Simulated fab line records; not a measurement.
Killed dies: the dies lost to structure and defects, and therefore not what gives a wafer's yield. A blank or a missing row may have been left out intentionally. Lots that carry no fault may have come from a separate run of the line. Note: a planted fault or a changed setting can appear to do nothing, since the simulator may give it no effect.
fab line records	flow sky130
[record] lots = 5	wafers = 15	last-day = 50
route steps=708 shown VT_ADJUST_HVTP@89 VT_ADJUST_LVTN@97 PAD_OPEN@708
lots that met no fault: taken from a fault-free run of the same line
start-h: hours from the record's opening day to when the first of the lot's shown wafers began	wait-h: how many hours have passed since the lot's step before this one	" identical to the entry in the row above	L1.1+2: a single row standing in for several wafers	- value missing, or start not given	* or withheld: withheld	< > ~ a bound
route shown NAME@n: a module of which the file shows steps, and the number in the route of the first	usual: average and standard deviation across the fault-free wafers	same: alike in all rows	chamber/n: place in a boat	sites: each site's reading	_std_site: standard deviation across them	_edge_site: the outer-site mean with the inner-site mean subtracted	radius-mm: for every site, how far away it sits from the centre of the wafer	mask NAME#n: copy n	behind: tool/chamber where the wafer was last shaped	hold: what put the lot on hold/how long, in hours/how the hold closed	device: whichever transistor did not switch (one of n, p or np)	end of line: the tests these same wafers got at the end of their route	for a step that has no rows: nothing shown but its recipe	killed: not the wafer's yield, but the dies lost to structure and defects at the first sort	map: shows each die of a wafer: x if killed, . if not, _ if none is there
set.NAME: the setting that was run; set.NAME@STEP: the one run at that earlier step	model.NAME: the simulator's own value behind a step, which no gauge read
lots at some steps of the route; a table a step, a row a wafer
services: from which hour (start-h, from the record's first day; less than 0 if before it) a tool's chamber was out of use, for how many hours, and why
[[steps]]
[step SKY_VT_ADJUST_HVTP_EXPOSE_04]
[recipe] mask-id = HVTPM	na = 0.6	source-shape = conventional	sigma-outer = 0.6	polarization = unpolarized	target-cd-nm = 380	dose-mj = 140
[step SKY_VT_ADJUST_HVTP_PEB_05]
[recipe] temp-c = withheld	time-s = *	resist = NOVOLAK
[step SKY_VT_ADJUST_HVTP_DEVELOP_06]
[recipe] resist = NOVOLAK	developer = TMAH	develop-time-s = 60	dev-temp-c = 23
[step SKY_VT_ADJUST_HVTP_CD_MEAS_07]
[recipe] target-cd-nm = 380
[usual] cd-nm = 380/3.1
lot.wafer	tool	chamber	start-h	wait-h	cd-nm
L308.2	cd-sem-01	-	147.41	0.1	380
L308.3	"	-	"	"	381
L308.4	"	-	"	"	381
L321.2	cd-sem-01	-	233.63	0.1	377
L321.3	"	-	"	"	378
L321.4	"	-	"	"	378
L322.1	cd-sem-01	-	234.24	0.1	378
L322.4	"	-	"	"	380
L322.6	"	-	"	"	379
L324.1	cd-sem-02	-	247.21	0.1	385
L324.3	"	-	"	"	383
L324.5	"	-	"	"	383
L325.1	cd-sem-01	-	251.96	0.1	383
L325.2	"	-	"	"	382
L325.6	"	-	"	"	382
[step SKY_VT_ADJUST_HVTP_OVL_MEAS_08]
[usual] VT_ADJUST_HVTP_OVL = -0.9/1.5
lot.wafer	tool	chamber	start-h	wait-h	VT_ADJUST_HVTP_OVL[nm]
L308.2	overlay-01	-	147.51	0.1	-1.3
L308.3	"	-	"	"	-2.4
L308.4	"	-	"	"	-1.5
L321.2	overlay-01	-	233.73	0.1	0.6
L321.3	"	-	"	"	-0.6
L321.4	"	-	"	"	1.3
L322.1	overlay-02	-	234.36	0.1	0.5
L322.4	"	-	"	"	0.0
L322.6	"	-	"	"	0.1
L324.1	overlay-02	-	247.33	0.1	-0.8
L324.3	"	-	"	"	-0.1
L324.5	"	-	"	"	-1.2
L325.1	overlay-01	-	252.08	0.1	-1.6
L325.2	"	-	"	"	-0.4
L325.6	"	-	"	"	-1.3
[step SKY_VT_ADJUST_HVTP_IMPLANT_09]
[recipe] species = As	energy-kev = 150	dose-cm2 = 4.3e+12	tilt-deg = withheld
[step SKY_VT_ADJUST_HVTP_STRIP_10]
[recipe] chemistry = O2/N2	power-w = 1400	pressure-mtorr = 1500	platen-temp-c = withheld	o2-flow-sccm = 3000	n2-flow-sccm = 300	overash-fraction = 0.5
[usual] drypump-motor-current-A = 5.9/0.32	oes-product-au = 0.716/0.0045	strip-time-to-endpoint-s = 14.18/0.038
[same] overash-fraction = 0.5
lot.wafer	tool	chamber	start-h	wait-h	drypump-motor-current-A	oes-product-au	rf-hours-counter-h	strip-time-to-endpoint-s
L308.2	plasma-asher-04	0	147.69	0.1	6.1	0.715	46	14.25
L308.3	"	1	"	"	6.2	0.710	-	14.20
L308.4	"	0	"	"	6.0	0.720	-	14.16
L321.2	plasma-asher-04	1	233.91	0.1	6.2	0.722	55	14.21
L321.3	"	1	"	"	6.1	0.724	-	14.19
L321.4	"	0	"	"	6.0	0.715	-	14.21
L322.1	plasma-asher-03	1	234.54	0.1	6.1	0.717	54	14.20
L322.4	"	0	"	"	5.4	0.716	-	14.19
L322.6	"	1	"	"	6.2	0.720	-	14.20
L324.1	plasma-asher-03	1	247.51	0.1	6.1	0.717	56	14.18
L324.3	"	0	"	"	5.4	0.709	-	14.14
L324.5	"	0	"	"	5.4	0.716	-	14.16
L325.1	plasma-asher-02	0	252.26	0.1	5.6	0.719	42	14.19
L325.2	"	1	"	"	6.2	0.716	42	14.17
L325.6	"	1	"	"	6.2	0.709	-	14.15
[step SKY_VT_ADJUST_HVTP_TW_MEAS_11]
[usual] VT_ADJUST_HVTP_TW = 1353/11
lot.wafer	tool	chamber	start-h	wait-h	VT_ADJUST_HVTP_TW
L308.2	film-metro-02	-	147.80	0.1	1365
L308.3	"	-	"	"	1363
L308.4	"	-	"	"	1355
L321.2	film-metro-01	-	234.02	0.1	1342
L321.3	"	-	"	"	1343
L321.4	"	-	"	"	1338
L322.1	film-metro-01	-	234.64	0.1	1341
L322.4	"	-	"	"	1345
L322.6	"	-	"	"	1338
L324.1	film-metro-02	-	247.61	0.1	1356
L324.3	"	-	"	"	1349
L324.5	"	-	"	"	1356
L325.1	film-metro-02	-	252.36	0.1	1356
L325.2	"	-	"	"	1348
L325.6	"	-	"	"	1353
[step SKY_VT_ADJUST_LVTN_DEHYDRATE_00]
[recipe] temp-c = 200	time-s = 60
[step SKY_VT_ADJUST_LVTN_HMDS_01]
[recipe] prime-time-s = 60	prime-temp-c = 120
[step SKY_VT_ADJUST_LVTN_COAT_02]
[recipe] spin-rpm = 2000	resist-thk-nm = 3000
[step SKY_VT_ADJUST_LVTN_SOFTBAKE_03]
[recipe] temp-c = 110	time-s = withheld
[step SKY_VT_ADJUST_LVTN_EXPOSE_04]
[recipe] mask-id = NWM_COMPLEMENT_LESS_NATIVE	na = 0.6	source-shape = conventional	sigma-outer = 0.6	polarization = unpolarized	target-cd-nm = 840	dose-mj = 194
[same] sigma-outer = 0.6
lot.wafer	tool	chamber	start-h	wait-h	mask
L308.2+3+4	iline-stepper-02	0	157.48	-	HVTPM#0
L321.2+3+4	iline-stepper-02	0	245.45	-	NWM_COMPLEMENT_LESS_NATIVE#0
L322.1+4+6	iline-stepper-02	0	246.05	-	NWM_COMPLEMENT_LESS_NATIVE#0
L324.1+3+5	iline-stepper-01	0	258.96	-	NWM_COMPLEMENT_LESS_NATIVE#0
L325.1+2+6	iline-stepper-02	0	264.99	-	NWM_COMPLEMENT_LESS_NATIVE#0
[step SKY_VT_ADJUST_LVTN_PEB_05]
[recipe] temp-c = 115	time-s = withheld
[step SKY_VT_ADJUST_LVTN_DEVELOP_06]
[recipe] wall-angle-deg = 90	developer = TMAH	develop-time-s = 60	dev-temp-c = 23
[step SKY_VT_ADJUST_LVTN_OVL_MEAS_07]
[usual] VT_ADJUST_LVTN_OVL = -0.4/1.1
lot.wafer	tool	chamber	start-h	wait-h	VT_ADJUST_LVTN_OVL[nm]
L308.2	overlay-01	-	167.26	-	-
L308.3	"	-	"	"	-
L308.4	"	-	"	"	-
L321.2	overlay-02	-	256.51	-	0.0
L321.3	"	-	"	"	-0.4
L321.4	"	-	"	"	-1.7
L322.1	overlay-02	-	256.86	-	-0.8
L322.4	"	-	"	"	0.0
L322.6	"	-	"	"	-1.8
L324.1	overlay-02	-	270.76	-	-1.7
L324.3	"	-	"	"	0.1
L324.5	"	-	"	"	-0.2
L325.1	overlay-01	-	277.02	-	-2.4
L325.2	"	-	"	"	-1.5
L325.6	"	-	"	"	-3.7
[step SKY_VT_ADJUST_LVTN_IMPLANT_08]
[recipe] species = B	energy-kev = 30	dose-cm2 = 1.57e+12	tilt-deg = withheld
[step SKY_VT_ADJUST_LVTN_STRIP_09]
[recipe] chemistry = O2/N2	power-w = 1400	pressure-mtorr = 1500	platen-temp-c = withheld	o2-flow-sccm = 3000	n2-flow-sccm = 300	overash-fraction = 0.5
[usual] drypump-motor-current-A = 5.8/0.41	oes-product-au = 0.723/0.0047	strip-time-to-endpoint-s = 36.90/0.095
[same] overash-fraction = 0.5
lot.wafer	tool	chamber	start-h	wait-h	drypump-motor-current-A	oes-product-au	rf-hours-counter-h	strip-time-to-endpoint-s
L308.2	plasma-asher-01	1	167.44	0.1	5.1	0.719	5	37.04
L308.3	"	1	"	"	5.1	0.712	-	36.76
L308.4	"	0	"	"	6.2	0.726	-	36.89
L321.2	plasma-asher-03	0	256.69	0.1	5.4	0.727	57	36.98
L321.3	"	1	"	"	6.1	0.723	-	36.99
L321.4	"	0	"	"	5.4	0.722	-	37.09
L322.1	plasma-asher-01	1	257.04	0.1	5.1	0.715	13	36.92
L322.4	"	1	"	"	5.1	0.719	-	37.02
L322.6	"	0	"	"	6.2	0.726	-	36.96
L324.1	plasma-asher-02	0	270.94	0.1	5.6	0.720	44	37.05
L324.3	"	0	"	"	5.6	0.716	-	36.98
L324.5	"	0	"	"	5.5	0.727	-	37.01
L325.1	plasma-asher-01	0	277.21	0.1	6.1	0.727	15	36.98
L325.2	"	1	"	"	5.1	0.728	15	37.00
L325.6	"	1	"	"	5.1	0.717	-	36.90
[step SKY_VT_ADJUST_LVTN_TW_MEAS_10]
[usual] VT_ADJUST_LVTN_TW = 242.5/2.6
lot.wafer	tool	chamber	start-h	wait-h	VT_ADJUST_LVTN_TW
L308.2	film-metro-03	-	167.55	0.1	30.7
L308.3	"	-	"	"	30.7
L308.4	"	-	"	"	30.8
L321.2	film-metro-03	-	256.80	0.1	243.9
L321.3	"	-	"	"	245.9
L321.4	"	-	"	"	245.1
L322.1	film-metro-04	-	257.14	0.1	244.8
L322.4	"	-	"	"	243.3
L322.6	"	-	"	"	243.0
L324.1	film-metro-04	-	271.04	0.1	242.3
L324.3	"	-	"	"	243.6
L324.5	"	-	"	"	241.6
L325.1	film-metro-04	-	277.31	0.1	241.9
L325.2	"	-	"	"	241.4
L325.6	"	-	"	"	242.1
[step SKY_VT_ADJUST_LVTN_DEHYDRATE_11]
[recipe] temp-c = 200	time-s = 60
[step SKY_PAD_OPEN_PROBE_99]
lot.wafer	tool	chamber	start-h	wait-h	model.etest.tip-p.rs-ohm-sq	model.etest.pfet_01v8.r-on-ohm-um	model.etest.nfet_01v8_lvt.drive-ua-um	model.etest.nfet_01v8.drive-ua-um	model.etest.nfet_01v8_turned.drive-ua-um	model.etest.nfet_01v8_swapped.drive-ua-um	model.etest.pfet_01v8.drive-ua-um	model.etest.pfet_01v8_mvt.drive-ua-um
L308.2	prober-02	-	1102.92	0.1	6395	2668	651.1	567.3	569	569.8	224.2	180
L308.3	prober-02	-	1102.97	0.2	6388	2736	646.3	556.2	558.9	557.7	219.5	178.2
L308.4	prober-02	-	1103.02	0.2	6341	2738	646.7	563.7	560.3	559.7	219.4	181.1
L322.1	prober-01	-	1177.07	0.1	6858	3012	547.4	475	480.6	478.2	185.9	147.2
L322.4	prober-01	-	1177.22	0.2	6835	3002	552.6	483.9	483.9	487	184.4	147.6
L322.6	prober-01	-	1177.32	0.2	6810	2989	553.9	484.9	484.2	492.8	188.2	148.3
L321.2	prober-02	-	1182.08	0.1	6799	2820	578.1	507.4	510.5	511.1	201.1	157.9
L321.3	prober-02	-	1182.13	0.2	6727	2838	586.5	509.1	512.1	511.5	199	156.8
L321.4	prober-02	-	1182.18	0.2	6714	2912	580.5	504.6	508.3	506.9	192.4	154.2
L324.1	prober-02	-	1186.26	0.1	6681	2823	566	491.2	494.3	495	199.7	157.7
L324.3	prober-02	-	1186.36	0.2	6756	2854	568.8	500.5	495.6	502.3	196.6	157.2
L324.5	prober-02	-	1186.46	0.2	6730	2850	573.4	500.1	500	499.7	199.7	157.4
L325.1	prober-01	-	1191.07	0.1	6902	2967	582.8	505.3	507.2	506.4	187.9	148
L325.2	prober-01	-	1191.12	0.1	6919	2895	583.2	516.6	513.9	515.2	192.3	150.4
L325.6	prober-01	-	1191.32	0.2	6834	2968	593.7	513.7	512.4	519.8	188.9	149.3
// killed by level:class
L322.1 CONTACT:geometric-particle:open=9 VIA3:geometric-particle:open=7 POLY_GATE:geometric-particle:open=7 VIA1:geometric-particle:open=5 METAL2:geometric-particle:short=4 VIA1:geometric-particle:short=4 VIA2:geometric-particle:short=4 VIA3:geometric-particle:short=4
L322.4 VIA1:geometric-particle:open=10 CONTACT:geometric-particle:open=10 VIA3:geometric-particle:open=7 VIA1:geometric-particle:short=6 METAL2:geometric-particle:short=6 POLY_GATE:geometric-particle:short=5 VIA2:geometric-particle:open=4 METAL3:geometric-particle:short=4
L322.6 VIA1:geometric-particle:open=10 VIA2:geometric-particle:open=10 LI_CONTACT:geometric-particle:open=9 CONTACT:geometric-particle:open=9 POLY_GATE:geometric-particle:short=7 METAL2:geometric-particle:short=7 CONTACT:geometric-particle:short=4 VIA1:geometric-particle:short=4
L321.2 CONTACT:geometric-particle:open=12 VIA1:geometric-particle:open=11 CONTACT:geometric-particle:short=8 LI_CONTACT:geometric-particle:open=7 METAL1:geometric-particle:short=7 VIA1:geometric-particle:short=6 VIA2:geometric-particle:open=5 FIELD_ISO:geometric-particle:short=4
L321.3 VIA1:geometric-particle:open=10 VIA3:geometric-particle:open=9 CONTACT:geometric-particle:open=8 VIA1:geometric-particle:short=8 LI_CONTACT:geometric-particle:open=7 VIA2:geometric-particle:open=7 METAL1:geometric-particle:short=6 FIELD_ISO:geometric-particle:open=3
L321.4 LI_CONTACT:geometric-particle:open=11 VIA1:geometric-particle:open=9 FIELD_ISO:geometric-particle:open=5 FIELD_ISO:geometric-particle:short=5 METAL2:geometric-particle:short=5 CONTACT:geometric-particle:open=4 LOCAL_INTERCONNECT:geometric-particle:short=4 VIA3:geometric-particle:open=4
L324.1 METAL1:geometric-particle:short=11 VIA2:geometric-particle:open=9 LI_CONTACT:geometric-particle:open=8 VIA1:geometric-particle:open=7 METAL3:geometric-particle:short=6 LOCAL_INTERCONNECT:geometric-particle:short=4 CONTACT:geometric-particle:open=4 VIA3:geometric-particle:open=4
L324.3 CONTACT:geometric-particle:open=10 METAL2:geometric-particle:short=9 CONTACT:geometric-particle:short=8 VIA1:geometric-particle:open=8 VIA2:geometric-particle:open=8 VIA3:geometric-particle:open=8 METAL1:geometric-particle:open=5 LOCAL_INTERCONNECT:geometric-particle:short=4
L324.5 VIA1:geometric-particle:short=7 CONTACT:geometric-particle:short=7 VIA1:geometric-particle:open=7 VIA2:geometric-particle:open=5 LI_CONTACT:geometric-particle:open=5 METAL2:geometric-particle:short=5 LOCAL_INTERCONNECT:geometric-particle:short=4 METAL1:geometric-particle:short=4
L325.1 CONTACT:geometric-particle:open=12 VIA3:geometric-particle:open=9 LI_CONTACT:geometric-particle:open=8 VIA2:geometric-particle:open=8 FIELD_ISO:geometric-particle:open=7 METAL1:geometric-particle:short=7 METAL2:geometric-particle:short=6 POLY_GATE:geometric-particle:open=5
L325.2 CONTACT:geometric-particle:open=11 VIA1:geometric-particle:open=11 LI_CONTACT:geometric-particle:open=8 VIA2:geometric-particle:open=6 LI_CONTACT:geometric-particle:short=5 METAL4:geometric-particle:short=5 FIELD_ISO:geometric-particle:short=4 CONTACT:geometric-particle:short=4
L325.6 LI_CONTACT:geometric-particle:open=11 METAL1:geometric-particle:short=8 CONTACT:geometric-particle:short=7 VIA1:geometric-particle:open=7 VIA2:geometric-particle:open=6 POLY_GATE:geometric-particle:open=5 CONTACT:geometric-particle:open=5 METAL2:geometric-particle:short=4
[[services]]
tool	chamber	start-h	hours	kind
iline-stepper-02	-	139.81	1.7	pm
plasma-asher-02	-	157.74	0.5	repair
plasma-asher-04	-	158.32	2.1	repair
iline-stepper-02	-	204.29	2.1	pm
iline-stepper-02	-	206.37	-	consumable-replace:lamp
iline-stepper-01	-	237.62	8.9	pm
[[key]]
[first-sign] step = SKY_VT_ADJUST_LVTN_EXPOSE_04	reading = mask	direction = changed
[effect] step = SKY_VT_ADJUST_LVTN_OVL_MEAS_07	reading = VT_ADJUST_LVTN_OVL	direction = missing
[effect] step = SKY_VT_ADJUST_LVTN_TW_MEAS_10	reading = VT_ADJUST_LVTN_TW	direction = down	sigmas = 81	usual = 242.5	struck = 30.7
[model-effect] step = SKY_PAD_OPEN_PROBE_99	value = etest.tip-p.rs-ohm-sq	without = 6875	struck = 6375
met-at SKY_VT_ADJUST_LVTN_EXPOSE_04
struck-wafers L308.2,L308.3,L308.4
sort-left-out L308.2,L308.3,L308.4
tester-left-out L308
[fault] kind = wrong-mask	tool = any	chamber = -	onset-h = 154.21	steps = SKY_VT_ADJUST_LVTN_EXPOSE_04	aux-copy = HVTPM#0	scope = struck-lots-only
// tester-left-out: of these lots the tester's yield and bins aren't shown, on N5 and GAA mostly nor the transistor test; their killed dies are dies lost to structure and defects alone, not to doping, threshold or leakage, so they don't give the yield
// sort-left-out: the simulated sort isn't trusted on such a fault, so these wafers' sort isn't shown, and their yield isn't known
